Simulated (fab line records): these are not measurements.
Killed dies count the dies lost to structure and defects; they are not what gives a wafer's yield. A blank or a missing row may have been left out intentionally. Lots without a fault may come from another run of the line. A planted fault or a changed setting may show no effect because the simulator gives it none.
Which tool is to blame? | flow gf180mcu | 12 lots, 36 wafers sampled, at 5 steps of a route of 602

WHAT EACH GAUGE READ, for each wafer
GF_VT_IMPLANT_OVL_MEAS_07.
lot  | measured     | on         | VT_IMPLANT_OVL (nm)
L794 | day 5 14:41  | overlay-01 | 1.8 0.9 2.0
L797 | day 6 06:00  | overlay-01 | -0.2 0.5 0.6
L798 | day 6 17:52  | overlay-02 | 1.1 1.6 1.6
L799 | day 6 19:53  | overlay-01 | 1.0 2.6 1.3
L801 | day 7 07:15  | overlay-02 | -1.5 2.7 2.0
L802 | day 7 13:47  | overlay-01 | 0.1 -0.2 0.3
L804 | day 7 23:33  | overlay-01 | -1.2 -0.9 1.5
L812 | day 10 07:00 | overlay-01 | - - -
L813 | day 10 11:50 | overlay-01 | - - -
L814 | day 11 00:32 | overlay-01 | 1.5 0.2 1.7
L816 | day 11 11:08 | overlay-02 | -2.3 0.5 -0.2
L817 | day 11 19:05 | overlay-02 | 1.8 0.1 0.9

GF_VT_IMPLANT_TW_MEAS_21.
lot  | measured     | on            | VT_IMPLANT_2_TW
L794 | day 6 04:58  | film-metro-03 | 1223 1227 1226
L797 | day 6 20:38  | film-metro-02 | 1209 1207 1214
L798 | day 7 08:11  | film-metro-02 | 1207 1203 1205
L799 | day 7 10:42  | film-metro-02 | 1199 1210 1206
L801 | day 7 23:52  | film-metro-03 | 1230 1224 1229
L802 | day 8 06:35  | film-metro-03 | 1220 1218 1225
L804 | day 8 15:55  | film-metro-02 | 1197 1199 1205
L812 | day 11 01:45 | film-metro-02 | 1247 1247 1248
L813 | day 11 06:43 | film-metro-03 | 1262 1258 1262
L814 | day 11 19:10 | film-metro-02 | 1218 1210 1207
L816 | day 12 06:07 | film-metro-02 | 1215 1211 1206
L817 | day 12 14:13 | film-metro-02 | 1216 1217 1215

GF_VT_IMPLANT_TW_MEAS_32.
lot  | measured     | on            | VT_IMPLANT_3_TW
L794 | day 6 19:59  | film-metro-02 | 267.4 266.4 267.5
L797 | day 7 10:59  | film-metro-03 | 272.2 271.0 270.4
L798 | day 8 00:28  | film-metro-02 | 264.3 267.5 266.6
L799 | day 8 02:23  | film-metro-01 | 266.0 267.1 267.6
L801 | day 8 16:10  | film-metro-02 | 267.6 267.7 266.6
L802 | day 8 22:38  | film-metro-03 | 270.3 269.8 270.6
L804 | day 9 08:07  | film-metro-02 | 269.0 269.1 269.2
L812 | day 11 20:15 | film-metro-01 | 570.6 574.2 575.0
L813 | day 12 00:43 | film-metro-03 | 588.1 583.7 589.1
L814 | day 12 13:37 | film-metro-02 | 269.5 269.3 268.0
L816 | day 13 01:46 | film-metro-02 | 269.0 270.1 269.5
L817 | day 13 10:43 | film-metro-03 | 272.0 271.8 273.7

GF_HV_LDD_OVL_MEAS_47.
lot  | measured     | on         | HV_LDD_03_OVL (nm)
L794 | day 12 05:24 | overlay-01 | -0.4 0.1 -0.6
L797 | day 13 02:37 | overlay-02 | 1.3 1.3 0.5
L798 | day 13 20:23 | overlay-02 | 0.8 1.8 2.2
L799 | day 13 20:42 | overlay-02 | 2.2 1.2 2.1
L801 | day 14 11:28 | overlay-02 | 1.4 3.2 3.6
L802 | day 14 19:19 | overlay-02 | 0.0 1.4 3.5
L804 | day 15 10:58 | overlay-01 | 3.0 3.0 3.5
L814 | day 19 10:14 | overlay-01 | 1.0 1.2 2.8
L816 | day 19 23:50 | overlay-01 | -1.8 -1.3 -1.0
L817 | day 20 09:05 | overlay-02 | 1.1 2.3 1.1

WHAT TOOL EACH LOT RAN ON (gives the tool, then ch and the chambers of the sampled wafers, and finally the start)
lot  | GF_VT_IMPLANT_COAT_02
L794 | litho-track-02 ch 0, day 5 07:11
L797 | litho-track-02 ch 0, day 5 23:02
L798 | litho-track-01 ch 0, day 6 10:57
L799 | litho-track-03 ch 0, day 6 12:56
L801 | litho-track-01 ch 0, day 7 00:02
L802 | litho-track-02 ch 0, day 7 06:59
L804 | litho-track-01 ch 0, day 7 14:48
L812 | litho-track-02, day 9 22:46
L813 | litho-track-03, day 10 04:20
L814 | litho-track-02 ch 0, day 10 14:41
L816 | litho-track-02 ch 0, day 11 02:23
L817 | litho-track-02 ch 0, day 11 09:14
- GF_VT_IMPLANT_COAT_02: resist thk 1000 nm.

WHAT THE TOOLS THEMSELVES READ (means of the sampled wafers that have a number; where no wafer has one, the mark that the record gives instead)
GF_VT_IMPLANT_COAT_02.
lot  | tool           | chill-plate-temp-C (C) | dispense-pressure-kPa (kPa)
L794 | litho-track-02 | 22.96                  | 50.6
L797 | litho-track-02 | 22.98                  | 50.7
L798 | litho-track-01 | 23.06                  | 49.8
L799 | litho-track-03 | 23.03                  | 56.4
L801 | litho-track-01 | 22.89                  | 49.8
L802 | litho-track-02 | 22.97                  | 50.6
L804 | litho-track-01 | 23.01                  | 49.8
L812 | litho-track-02 | -                      | -
L813 | litho-track-03 | -                      | -
L814 | litho-track-02 | 22.87                  | 50.6
L816 | litho-track-02 | 23.09                  | 50.6
L817 | litho-track-02 | 22.95                  | 50.6

THE ANSWER, worked out from the rows above alone
Rule: the usual values come from the lots themselves. Put in order of their means at a reading, lots are off if they are a third of the lots or fewer, leave a main group of 4 or more, and stand apart from it by a gap of 3 or more times the standard deviation of the main group's means; of several such gaps the widest counts. The tables above print the reading to a certain number of digits; a main group whose means all agree to those digits is not used. A lot without any number at a reading at which 4 lots or more have one is off too. Any other lot the step has rows for is counted as sound. Order of review: gauges by route order, followed by the tools' own readings, for which a lot's mean as printed above is used. The first step at which some lot is off is used, and at that step the reading that is off furthest; a lot without a number counts as furthest.
Off: L812, L813, at GF_VT_IMPLANT_OVL_MEAS_07 (VT_IMPLANT_OVL). Without a number there: L812, L813. Main group: mean 0.7 nm, sd 0.76.
A tool fits if, at a process step before that reading, it ran every lot that is off, and no sound lot after the first of them. The gauges at GF_VT_IMPLANT_OVL_MEAS_07 aren't tried: what is off there is off at GF_VT_IMPLANT_TW_MEAS_32 too, on other tools, and a gauge's error can't cause that. Of those tried, none fits.

WHAT THE SIMULATOR PUT IN
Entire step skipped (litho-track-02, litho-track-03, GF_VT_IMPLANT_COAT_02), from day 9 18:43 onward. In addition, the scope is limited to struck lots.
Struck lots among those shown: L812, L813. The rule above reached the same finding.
